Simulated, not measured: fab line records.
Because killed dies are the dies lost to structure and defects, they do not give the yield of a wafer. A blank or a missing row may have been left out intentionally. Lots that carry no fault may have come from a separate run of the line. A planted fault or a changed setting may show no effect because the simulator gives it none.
Which tool is to blame? / flow sky130 / 13 lots, 38 wafers sampled, at 3 steps of a route of 708

WHAT THE GAUGES READ, wafer by wafer
SKY_POLY_GATE_CD_MEAS_13: target cd 150 nm.
lot=L448; measured=day 16 10:50; on=cd_sem-02; cd_nm (nm)=149.0 149.1 149.8
lot=L447; measured=day 16 12:20; on=cd_sem-02; cd_nm (nm)=148.4 149.3 148.2
lot=L451; measured=day 17 21:11; on=cd_sem-02; cd_nm (nm)=147.5 146.8 147.9
lot=L452; measured=day 18 03:14; on=cd_sem-02; cd_nm (nm)=149.1 150.3 149.5
lot=L453; measured=day 18 12:55; on=cd_sem-01; cd_nm (nm)=150.0 151.4 151.7
lot=L455; measured=day 19 00:04; on=cd_sem-01; cd_nm (nm)=153.3 150.7 151.0
lot=L456; measured=day 19 15:43; on=cd_sem-02; cd_nm (nm)=150.2 149.0 149.4
lot=L457; measured=day 20 02:22; on=cd_sem-01; cd_nm (nm)=148.4 148.6 148.4
lot=L458; measured=day 20 09:52; on=cd_sem-01; cd_nm (nm)=146.1 146.7 146.8
lot=L459; measured=day 21 12:22; on=cd_sem-02; cd_nm (nm)=149.5 148.3 147.9
lot=L466; measured=day 23 17:19; on=cd_sem-01; cd_nm (nm)=149.8 150.8 149.7
lot=L468; measured=day 24 06:54; on=cd_sem-01; cd_nm (nm)=148.1 149.7
lot=L469; measured=day 24 12:40; on=cd_sem-02; cd_nm (nm)=150.3 150.7 150.5

SKY_LDD_P_CD_MEAS_07: target cd 380 nm.
lot=L448; measured=day 19 01:45; on=cd_sem-02; cd_nm (nm)=380.7 380.2 378.8
lot=L447; measured=day 19 03:36; on=cd_sem-02; cd_nm (nm)=381.2 378.4 381.0
lot=L451; measured=day 20 13:12; on=cd_sem-02; cd_nm (nm)=380.4 378.9 380.7
lot=L452; measured=day 20 22:02; on=cd_sem-01; cd_nm (nm)=377.9 376.5 378.1
lot=L453; measured=day 21 05:45; on=cd_sem-01; cd_nm (nm)=377.9 378.4 379.1
lot=L455; measured=day 21 17:34; on=cd_sem-01; cd_nm (nm)=383.7 381.0 380.1
lot=L456; measured=day 22 08:37; on=cd_sem-02; cd_nm (nm)=377.7 378.8 379.9
lot=L457; measured=day 22 19:18; on=cd_sem-01; cd_nm (nm)=383.2 383.2 381.8
lot=L458; measured=day 23 03:25; on=cd_sem-02; cd_nm (nm)=380.8 380.8 379.7
lot=L459; measured=day 24 05:07; on=cd_sem-02; cd_nm (nm)=374.3 378.1 377.9
lot=L466; measured=day 26 08:28; on=cd_sem-01; cd_nm (nm)=357.4 379.9 378.8
lot=L468; measured=day 26 20:18; on=cd_sem-02; cd_nm (nm)=354.8 380.7
lot=L469; measured=day 27 03:29; on=cd_sem-01; cd_nm (nm)=351.8 376.8 380.8

EACH LOT AND THE TOOL THAT RAN IT (in order: tool; ch and the chambers of the sampled wafers; start)
lot=L448; SKY_LDD_P_EXPOSE_04=iline_stepper-01 ch 0, day 18 11:03
lot=L447; SKY_LDD_P_EXPOSE_04=iline_stepper-02 ch 0, day 18 12:46
lot=L451; SKY_LDD_P_EXPOSE_04=iline_stepper-01 ch 0, day 19 22:20
lot=L452; SKY_LDD_P_EXPOSE_04=iline_stepper-02 ch 0, day 20 06:17
lot=L453; SKY_LDD_P_EXPOSE_04=iline_stepper-02 ch 0, day 20 14:11
lot=L455; SKY_LDD_P_EXPOSE_04=iline_stepper-01 ch 0, day 21 02:03
lot=L456; SKY_LDD_P_EXPOSE_04=iline_stepper-02 ch 0, day 21 17:24
lot=L457; SKY_LDD_P_EXPOSE_04=iline_stepper-02 ch 0, day 22 04:06
lot=L458; SKY_LDD_P_EXPOSE_04=iline_stepper-01 ch 0, day 22 12:36
lot=L459; SKY_LDD_P_EXPOSE_04=iline_stepper-02 ch 0, day 23 14:34
lot=L466; SKY_LDD_P_EXPOSE_04=iline_stepper-02 ch 0, day 25 17:40
lot=L468; SKY_LDD_P_EXPOSE_04=iline_stepper-02 ch 0, day 26 06:13
lot=L469; SKY_LDD_P_EXPOSE_04=iline_stepper-02 ch 0, day 26 13:31
- SKY_LDD_P_EXPOSE_04: exposes mask PSDM, target cd 380 nm.

AS READ BY THE TOOLS THEMSELVES (means over the sampled wafers that have a number; for cases with no such wafer, the mark the record gives instead)
The record holds no such reading with a usual standard deviation.

THE ANSWER, worked out from the rows above alone
Rule: the lots themselves supply what counts as usual. Put in order of their means at a reading, lots are off if they are a third of the lots or fewer, leave a main group of 4 or more, and stand apart from it by a gap of 3 or more times the standard deviation of the main group's means; of several such gaps the widest counts. The tables above print the reading to a certain number of digits; a main group whose means all agree to those digits is not used. Also off: a lot with no number at a reading for which 4 or more lots have one. The other lots that the step has rows for count as sound. Order of review: gauges by route order, followed by the tools' own readings, for which a lot's mean as printed above is used. The first step at which some lot is off is used, and at that step the reading that is off furthest; a lot without a number counts as furthest.
None of the lots is off at any reading shown; this tells nothing.

WHAT THE SIMULATOR PUT IN
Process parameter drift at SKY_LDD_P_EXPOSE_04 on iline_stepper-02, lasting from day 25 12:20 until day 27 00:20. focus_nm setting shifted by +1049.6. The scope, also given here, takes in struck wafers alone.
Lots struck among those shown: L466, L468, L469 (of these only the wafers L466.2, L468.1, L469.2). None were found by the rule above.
